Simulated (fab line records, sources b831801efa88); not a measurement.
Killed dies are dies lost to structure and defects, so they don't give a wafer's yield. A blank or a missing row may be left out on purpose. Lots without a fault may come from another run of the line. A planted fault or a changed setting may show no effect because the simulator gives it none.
One fault seen from 2 desks | flow gf180mcu | each desk has only its own numbers; what lay behind them comes last

THE METROLOGY DESK
What the gauges read, lot by lot, whatever tool the lot ran on: means of the sampled wafers that have a number. A lot is out of limits, marked OUT, if its mean lies more than 4 standard deviations from the usual mean; the brackets give that distance. Of its 9 readings 7 are shown: those that lie furthest out on some lot.
Columns: A = V1_W_THK at GF_V1_THK_MEAS_25, usual 358 nm; B = M2_ALCU_RS at GF_M2_RS_MEAS_05, usual 0.0696 ohm/sq; C = M2_ALCU_THK at GF_M2_THK_MEAS_06, usual 453 nm; D = cd_nm at GF_M2_CD_MEAS_14, usual 279.9 nm; E = M2_OVL at GF_M2_OVL_MEAS_15, usual 0 nm; F = V2_CVD_02_THK at GF_V2_THK_MEAS_03, usual 851 nm; G = V2_BOW at GF_V2_BOW_MEAS_05, usual 100 um
lot  | first seen here | A   | B      | C   | D     | E  | F   | G
L245 | day 19 19:50    | 356 | 0.0696 | 453 | 281.5 | 5  | 869 | 106
L247 | day 20 23:51    | 355 | 0.0681 | 461 | 280.5 | -3 | 848 | 100
L248 | day 21 04:20    | 356 | 0.0713 | 453 | 280.6 | 5  | 839 | 99
L256 | day 23 16:25    | 362 | 0.0686 | 460 | 279.2 | -2 | 846 | 104
L261 | day 25 08:59    | 356 | 0.0713 | 440 | 279.6 | -6 | 839 | 112
This desk's finding: nothing out of limits on any of the 5 lots.

THE TOOL OWNER'S DESK: pvd_sputter-02
The tool's own readings at GF_M2_SPUTTER_04 (material TiN, target thk 50 nm, time 41.7 s): means of the sampled wafers that have a number, for each lot that ran on this tool. A lot is out of limits, marked OUT, if its mean lies more than 4 standard deviations from the usual mean; the brackets give that distance.
Columns: A = throttle_valve_pct at GF_M2_SPUTTER_04, usual 30.1 %
lot  | first seen here | A
L248 | day 21 04:59    | 30.7
L261 | day 25 09:39    | 30.8
This desk's finding: nothing out of limits on any of the 2 lots.

PUT TOGETHER
The metrology desk saw nothing out of limits.
The tool owner's desk saw nothing out of limits.

WHAT THE SIMULATOR HAD PUT IN
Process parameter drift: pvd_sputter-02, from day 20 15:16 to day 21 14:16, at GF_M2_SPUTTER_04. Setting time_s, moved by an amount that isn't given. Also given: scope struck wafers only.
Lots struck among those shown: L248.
